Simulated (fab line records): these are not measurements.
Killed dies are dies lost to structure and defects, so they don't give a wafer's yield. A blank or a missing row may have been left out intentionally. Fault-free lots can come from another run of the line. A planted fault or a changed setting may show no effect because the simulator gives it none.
Which tool is to blame? -- flow sky130 -- 11 lots, 33 wafers sampled, at 4 steps of a route of 708

## WHAT EACH GAUGE READ, for each wafer
SKY_VIA4_THK_MEAS_01.
lot,measured,on,VIA4_HDPCVD_THK (nm)
L391,day 41 22:26,filmMetro-02,1759 1781 1768
L392,day 42 05:41,filmMetro-02,1737 1757 1746
L396,day 43 03:53,filmMetro-03,1728 1761 1750
L397,day 43 11:50,filmMetro-03,1728 1752 1765
L398,day 43 22:23,filmMetro-03,1750 1728 1761
L399,day 44 04:08,filmMetro-03,1741 1742 1737
L400,day 44 11:26,filmMetro-03,1724 1734 1754
L410,day 47 04:33,filmMetro-03,2631 1719 1752
L411,day 47 06:22,filmMetro-01,1763 1747 2651
L413,day 47 16:56,filmMetro-01,1744 1748 1737
L414,day 47 23:40,filmMetro-03,1807 1784 1751

## TOOL THAT RAN EACH LOT (tool first, then ch and the chambers of the sampled wafers, then the start)
lot,SKY_VIA3_CMP_24,SKY_METAL4_ETCH_16,SKY_VIA4_HDPCVD_00
L391,"cmp-02 ch 1,2, day 39 19:25","rieMetal-03 ch 0, day 41 21:22","hdpcvd-02 ch 1,2, day 41 22:15"
L392,"cmp-02 ch 0,1,3, day 40 03:22","rieMetal-02 ch 0, day 42 04:33","hdpcvd-02 ch 1,2, day 42 05:30"
L396,"cmp-02 ch 0,1, day 41 01:12","rieMetal-02 ch 0, day 43 02:45","hdpcvd-02 ch 0,2, day 43 03:42"
L397,"cmp-02 ch 1,2,3, day 41 11:00","rieMetal-03 ch 0,1, day 43 10:47","hdpcvd-02 ch 0,1,2, day 43 11:40"
L398,"cmp-01 ch 2,3, day 41 21:47","rieMetal-01 ch 0,1, day 43 21:18","hdpcvd-01 ch 0,1,2, day 43 22:11"
L399,"cmp-01 ch 1,2,3, day 42 03:20","rieMetal-02 ch 0,1, day 44 03:02","hdpcvd-02 ch 0,1, day 44 03:58"
L400,"cmp-02 ch 0,3, day 42 10:11","rieMetal-01 ch 0,1, day 44 10:14","hdpcvd-01 ch 0,1, day 44 11:15"
L410,"cmp-02 ch 0,1,3, day 45 08:30","rieMetal-02 ch 0,1, day 47 03:29","hdpcvd-02 ch 0,1,2, day 47 04:22"
L411,"cmp-02 ch 0,1,2, day 45 09:45","rieMetal-01 ch 0,1, day 47 05:17","hdpcvd-02 ch 0,1,2, day 47 06:11"
L413,"cmp-01 ch 1,3, day 45 23:14","rieMetal-01 ch 0,1, day 47 15:52","hdpcvd-01 ch 0,2, day 47 16:46"
L414,"cmp-02 ch 0,2,3, day 46 05:58","rieMetal-03 ch 0,1, day 47 22:35","hdpcvd-01 ch 0,2, day 47 23:28"
- SKY_VIA3_CMP_24: polishes, stops on SiO2, t overpolish 20 s, target thk 0 nm.
- SKY_METAL4_ETCH_16: etches BARC in N2/H2, stops on SiO2, time 88.2 s, target depth 60 nm.
- SKY_VIA4_HDPCVD_00: deposits SiO2, target thk 1750 nm, time 291.7 s.

## THE ANSWER, worked out from the rows above alone
Rule: usual is defined by the lots themselves. Put in order of their means at a reading, lots are off if they are a third of the lots or fewer, leave a main group of 4 or more, and stand apart from it by a gap of 3 or more times the standard deviation of the main group's means; of several such gaps the widest counts. If all means in a main group match to the digits the tables above print for the reading, that group is not used. A lot without any number at a reading at which 4 lots or more have one is off too. Any other lot the step has rows for is counted as sound.
Off: at SKY_VIA4_THK_MEAS_01 (VIA4_HDPCVD_THK), L410, L411. Main group: mean 1751 nm, sd 14.
A tool fits if, at a process step before that reading, it ran every lot that is off, and no sound lot after the first of them. Those tools and the gauges at SKY_VIA4_THK_MEAS_01 are tried in the same way. One fits: hdpcvd-02 at SKY_VIA4_HDPCVD_00. A fault onset in the window from L399 (day 44 03:58, its last sound lot) to L410 (day 47 04:22, its first lot off) fits.

## WHAT THE SIMULATOR HAD PUT IN
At SKY_VIA4_HDPCVD_00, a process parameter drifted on hdpcvd-02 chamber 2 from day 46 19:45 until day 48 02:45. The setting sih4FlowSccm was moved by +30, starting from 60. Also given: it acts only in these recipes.
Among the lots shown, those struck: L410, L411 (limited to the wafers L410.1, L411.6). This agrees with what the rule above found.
